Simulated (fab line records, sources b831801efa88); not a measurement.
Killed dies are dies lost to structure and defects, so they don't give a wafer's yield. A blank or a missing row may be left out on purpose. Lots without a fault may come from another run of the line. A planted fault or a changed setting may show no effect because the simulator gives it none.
A struck lot beside a sound one | flow sky130 | 17 steps out of a route of 708
Sound: wafers L114.3, L114.4, L114.6. Struck: wafers L128.1, L128.3, L128.6. The cause comes at the end.
At each step with rows: each side's tool, then ch and its chambers, then its first start. Under that, the readings that differ: sound wafers | struck wafers | difference of the means | sigmas: that difference in standard deviations of wafers without a fault.
alike: readings whose means differ by less than 2 such deviations, and words and numbers that are the same on both sides. not compared: withheld readings, readings that some wafer has no value for, bounds like >300 that may hide the same value, and numbers for which the record gives no deviation and whose values overlap.
The two part at a step that has a row with sigmas, a row that says differs or no value, or rows on one side only. Numbers that don't overlap but have no deviation are shown without sigmas and don't part them. A reading that every wafer of one side lacks parts them only if that side has two wafers or more.

first, 1 step without rows for these wafers: SKY_VT_ADJUST_LVTN_IMPLANT_19.
SKY_VT_ADJUST_LVTN_STRIP_20: strips in O2/N2.
  sound on plasma_asher-01 ch 0,1, day 8 08:49; struck on plasma_asher-04 ch 0,1, day 12 16:08
  alike: drypump_motor_current_A, oes_product_au, strip_time_to_endpoint_s
  not compared: rf_hours_counter_h
SKY_VT_ADJUST_LVTN_TW_MEAS_21:
  sound on film_metro-01, day 8 08:55; struck on film_metro-01, day 12 16:14
  alike: VT_ADJUST_LVTN_2_TW
then, 7 steps without rows for these wafers: SKY_VT_ADJUST_NCORE_DEHYDRATE_00 (time 60 s); SKY_VT_ADJUST_NCORE_HMDS_01 (prime time 60 s); SKY_VT_ADJUST_NCORE_COAT_02 (resist thk 1140 nm); SKY_VT_ADJUST_NCORE_SOFTBAKE_03 (time 60 s); SKY_VT_ADJUST_NCORE_EXPOSE_04 (exposes mask LVTN COMPLEMENT THIN, target cd 380 nm); SKY_VT_ADJUST_NCORE_PEB_05; SKY_VT_ADJUST_NCORE_DEVELOP_06 (develop time 60 s).
SKY_VT_ADJUST_NCORE_CD_MEAS_07: target cd 380 nm.
  sound on cd_sem-02, day 9 06:17; struck on cd_sem-01, day 13 16:57
  alike: cd_nm
SKY_VT_ADJUST_NCORE_OVL_MEAS_08:
  sound on overlay-01, day 9 06:23; struck on overlay-02, day 13 17:04
  alike: VT_ADJUST_NCORE_OVL
SKY_VT_ADJUST_NCORE_IMPLANT_09:
  sound on implanter-03 ch 0, day 9 06:28; struck on implanter-03 ch 0, day 13 17:07
  reading            | sound                           | struck                           | difference  | sigmas
  dose_ions_cm2      | 2.403e+12 2.3981e+12 2.4014e+12 | 2.6954e+12 2.6909e+12 2.6921e+12 | +2.9197e+11 | +99 or more
  faraday_current_uA | 13.45 13.56 13.74               | 15.02 15.33 15.40                | +1.67       | +7
SKY_VT_ADJUST_NCORE_STRIP_10: strips in O2/N2.
  sound on plasma_asher-02 ch 0,1, day 9 06:35; struck on plasma_asher-03 ch 0,1, day 13 17:16
  alike: drypump_motor_current_A, oes_product_au, strip_time_to_endpoint_s
  not compared: rf_hours_counter_h
SKY_VT_ADJUST_NCORE_TW_MEAS_11:
  sound on film_metro-04, day 9 06:41; struck on film_metro-04, day 13 17:22
  reading            | sound             | struck            | difference | sigmas
  VT_ADJUST_NCORE_TW | 220.4 220.3 221.3 | 227.4 226.5 225.3 | +5.7       | +5
then, 1 step without rows for these wafers: SKY_VT_ADJUST_HVTR_DEHYDRATE_00 (time 60 s).
-- the record jumps here: 36 days lie between the struck wafers' starts before and after (it left off in module VT_ADJUST_HVTR and takes up again in module PAD_OPEN, whose first step shown is number 708 of the route) --
SKY_PAD_OPEN_PROBE_99:
  sound on prober-02, day 46 06:55; struck on prober-02, day 50 00:44
  reading                                    | sound                         | struck                        | difference | sigmas
  model.etest.nfet_16v.r_on_ohm_um           | 1.402e+04 1.396e+04 1.388e+04 | 1.459e+04 1.457e+04 1.448e+04 | +5.933e+02 |
  model.etest.pfet_g5v0d10v5.r_on_ohm_um     | 4748 4706 4768                | 4617 4624 4608                | -124       |
  model.etest.res_pwell_under_gate.rs_ohm_sq | 2303 2307 2304                | 2234 2243 2244                | -64        |
  model.etest.pfet_g5v0d10v5.drive_ua_um     | 345.2 346.5 341.1             | 353.7 351.5 354.5             | +9.0       |
  model.etest.pfet_16v.drive_ua_um           | 239.5 248.1 244.5             | 251.3 253.8 255.4             | +9.5       |
  model.etest.nfet_16v.drive_ua_um           | 223.9 224.7 224.4             | 211.4 214.4 215.3             | -10.6      |
  model.etest.pfet_g5v0d10v5.off_log10_a_um  | -12.32 -12.41 -12.73          | -11.32 -11.52 -11.24          | +1.13      |
  alike: killed_at_M0_to_M3, killed_at_M4_up, killed_at_contacts, killed_at_front_end, killed_at_other, killed_dies, killed_open, killed_short
  not compared: model.etest.pfet_01v8_mvt.drive_ua_um

WHERE THEY PART
First at SKY_VT_ADJUST_NCORE_IMPLANT_09; last, within this record, at SKY_VT_ADJUST_NCORE_TW_MEAS_11. Later steps at which nothing parts them and some readings are alike: SKY_PAD_OPEN_PROBE_99.

WHY: what the simulator had put in
Process parameter drift: implanter-03, from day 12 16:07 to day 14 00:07, at SKY_VT_ADJUST_NCORE_IMPLANT_09. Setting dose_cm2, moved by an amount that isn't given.
